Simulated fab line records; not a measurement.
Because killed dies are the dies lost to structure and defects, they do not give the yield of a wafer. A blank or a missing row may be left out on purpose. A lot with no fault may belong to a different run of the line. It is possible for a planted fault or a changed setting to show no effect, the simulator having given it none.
Which tool was responsible?	flow gf180mcu	13 lots, 39 wafers sampled, at 6 steps of a route of 602

## WHAT THE GAUGES SHOWED, per wafer
GF_VT_IMPLANT_OVL_MEAS_40.
lot	measured	on	VT_IMPLANT_03_OVL (nm)
L979	day 7 13:05	overlay-02	1.9 3.1 2.3
L981	day 8 03:53	overlay-02	1.3 2.3 1.4
L982	day 8 05:59	overlay-02	2.7 3.0 4.5
L983	day 8 17:14	overlay-02	4.1 3.7 3.2
L989	day 10 08:14	overlay-01	3.2 2.5 2.7
L992	day 11 05:11	overlay-02	2.8 1.5 1.9
L994	day 11 16:35	overlay-01	3.3 2.2 3.0
L995	day 11 23:59	overlay-02	4.7 5.9 3.9
L997	day 12 12:08	overlay-01	0.7 0.2 0.4
L998	day 12 19:11	overlay-02	1.3 3.2 1.4
L999	day 13 04:53	overlay-01	-0.2 0.5 1.3
L100	day 13 10:20	overlay-01	2.4 2.3 2.1
L102	day 13 22:40	overlay-01	1.3 1.7 1.0

GF_POLY_GATE_CD_MEAS_10: target cd 280 nm.
lot	measured	on	cd-nm (nm)
L979	day 9 04:20	cd-sem-02	279.3 279.7 278.3
L981	day 9 20:25	cd-sem-01	280.6 279.6 278.9
L982	day 9 22:02	cd-sem-01	281.5 281.5 281.6
L983	day 10 10:50	cd-sem-01	279.2 279.8 279.7
L989	day 12 05:29	cd-sem-01	281.5 282.4 280.7
L992	day 13 02:02	cd-sem-01	278.8 279.8 279.8
L994	day 13 14:19	cd-sem-02	277.9 278.3 279.3
L995	day 13 21:32	cd-sem-01	277.7 277.8 277.6
L997	day 14 12:52	cd-sem-01	279.3 280.8 280.7
L998	day 14 19:10	cd-sem-02	281.5 280.8 279.8
L999	day 15 04:33	cd-sem-01	281.9 281.9 280.5
L100	day 15 10:41	cd-sem-02	281.6 282.0 282.8
L102	day 15 22:22	cd-sem-01	281.9 282.6 281.3

GF_HV_LDD_TW_MEAS_11.
lot	measured	on	HV_LDD_TW
L979	day 10 00:34	film-metro-02	2393 2390 2399
L981	day 10 16:01	film-metro-01	2438 2444 2449
L982	day 10 19:02	film-metro-01	2446 2452 2437
L983	day 11 07:06	film-metro-03	2467 2476 2473
L989	day 13 03:26	film-metro-03	2923 2933 2930
L992	day 14 00:31	film-metro-01	2886 2873 2871
L994	day 14 12:15	film-metro-01	2439 2441 2430
L995	day 14 20:32	film-metro-02	2404 2405 2413
L997	day 15 12:53	film-metro-03	2489 2477 2466
L998	day 15 18:54	film-metro-01	2432 2424 2419
L999	day 16 04:30	film-metro-03	2471 2462 2467
L100	day 16 10:38	film-metro-01	2427 2441 2431
L102	day 16 23:02	film-metro-03	2469 2462 2474

GF_HV_LDD_RS_MEAS_53: the measuring method here is four-point-probe.
lot	measured	on	HV_LDD_RS (ohm/sq)
L979	day 12 08:24	film-metro-03	417.1 418.4 417.4
L981	day 13 02:07	film-metro-02	418.3 417.9 416.6
L982	day 13 06:01	film-metro-03	416.7 417.3 417.1
L983	day 13 18:14	film-metro-03	418.0 418.9 417.6
L989	day 15 19:13	film-metro-03	312.7 313.5 313.5
L992	day 16 18:06	film-metro-03	312.9 312.5 313.7
L994	day 17 07:26	film-metro-01	417.2 416.6 416.5
L995	day 17 16:49	film-metro-02	418.6 417.4 416.7
L997	day 18 11:02	film-metro-01	418.3 418.8 418.2
L998	day 18 17:24	film-metro-01	417.1 417.6 417.3
L999	day 19 03:56	film-metro-01	418.5 417.6 416.3
L100	day 19 10:04	film-metro-03	420.3 419.8 420.2
L102	day 19 23:13	film-metro-02	417.6 417.1 417.0

## TOOL THAT RAN EACH LOT (tool first, then ch and the chambers of the sampled wafers, then the start)
lot	GF_POLY_GATE_STRIP_14	GF_HV_LDD_IMPLANT_09
L979	plasma-asher-03 ch 0,1, day 9 04:35	implanter-01 ch 0, day 10 00:20
L981	plasma-asher-02 ch 0,1, day 9 20:40	implanter-02 ch 0, day 10 15:47
L982	plasma-asher-03 ch 0,1, day 9 22:17	implanter-02 ch 0, day 10 18:48
L983	plasma-asher-03 ch 0,1, day 10 11:05	implanter-01 ch 0, day 11 06:53
L989	plasma-asher-03 ch 0,1, day 12 05:44	implanter-03 ch 0, day 13 02:53
L992	plasma-asher-01 ch 0,1, day 13 02:18	implanter-02 ch 0, day 13 23:50
L994	plasma-asher-03 ch 0,1, day 13 14:33	implanter-03 ch 0, day 14 12:01
L995	plasma-asher-03 ch 0,1, day 13 21:48	implanter-02 ch 0, day 14 20:17
L997	plasma-asher-01 ch 0,1, day 14 13:06	implanter-03 ch 0, day 15 12:39
L998	plasma-asher-01 ch 0,1, day 14 19:24	implanter-02 ch 0, day 15 18:36
L999	plasma-asher-03 ch 0,1, day 15 04:47	implanter-01 ch 0, day 16 04:16
L100	plasma-asher-02 ch 0,1, day 15 10:56	implanter-02 ch 0, day 16 10:23
L102	plasma-asher-03 ch 0,1, day 15 22:38	implanter-01 ch 0, day 16 22:47
- GF_POLY_GATE_STRIP_14: strips in O2/N2.
- GF_HV_LDD_IMPLANT_09

## WHAT THE TOOLS THEMSELVES READ (means of the sampled wafers that have a number; where no wafer has one, the mark that the record gives instead)
GF_POLY_GATE_STRIP_14.
lot	tool	drypump-motor-current-A (A)	heater-power-w (W)	oes-product-au (a.u.)
L979	plasma-asher-03	5.9	325	0.512
L981	plasma-asher-02	5.9	332	0.507
L982	plasma-asher-03	5.9	321	0.508
L983	plasma-asher-03	6.1	336	0.499
L989	plasma-asher-03	5.9	318	0.505
L992	plasma-asher-01	6.2	381	0.505
L994	plasma-asher-03	6.1	335	0.504
L995	plasma-asher-03	6.1	335	0.497
L997	plasma-asher-01	6.2	377	0.509
L998	plasma-asher-01	6.2	380	0.507
L999	plasma-asher-03	5.9	315	0.502
L100	plasma-asher-02	5.7	327	0.503
L102	plasma-asher-03	5.9	324	0.504

GF_HV_LDD_IMPLANT_09.
lot	tool	beam-on-s (s)
L979	implanter-01	10.09
L981	implanter-02	10.01
L982	implanter-02	9.91
L983	implanter-01	10.19
L989	implanter-03	10.01
L992	implanter-02	9.93
L994	implanter-03	9.86
L995	implanter-02	10.12
L997	implanter-03	10.31
L998	implanter-02	9.73
L999	implanter-01	10.00
L100	implanter-02	9.94
L102	implanter-01	10.19

## THE ANSWER, worked out from the rows above alone
Rule: the lots themselves supply what counts as usual. Put in order of their means at a reading, lots are off if they are a third of the lots or fewer, leave a main group of 4 or more, and stand apart from it by a gap of 3 or more times the standard deviation of the main group's means; of several such gaps the widest counts. If all means in a main group match to the digits the tables above print for the reading, that group is not used. A lot without any number at a reading at which 4 lots or more have one is off too. Any other lot the step has rows for is counted as sound. First the gauges in route order, then the tools' own readings, where a lot's mean is used as printed above. At the first step where some lot is off, the reading lying furthest off is the one used; lots without a number count as furthest.
Off: L989, L992, at GF_HV_LDD_TW_MEAS_11 (HV_LDD_TW). Mean 2443 and standard deviation 26 in the main group.
A tool fits if, at a process step before that reading, it ran every lot that is off, and no sound lot after the first of them. Gauges at GF_HV_LDD_TW_MEAS_11: tried the same way as those tools. Of those tried, none fits.

## WHAT THE SIMULATOR HAD PUT IN
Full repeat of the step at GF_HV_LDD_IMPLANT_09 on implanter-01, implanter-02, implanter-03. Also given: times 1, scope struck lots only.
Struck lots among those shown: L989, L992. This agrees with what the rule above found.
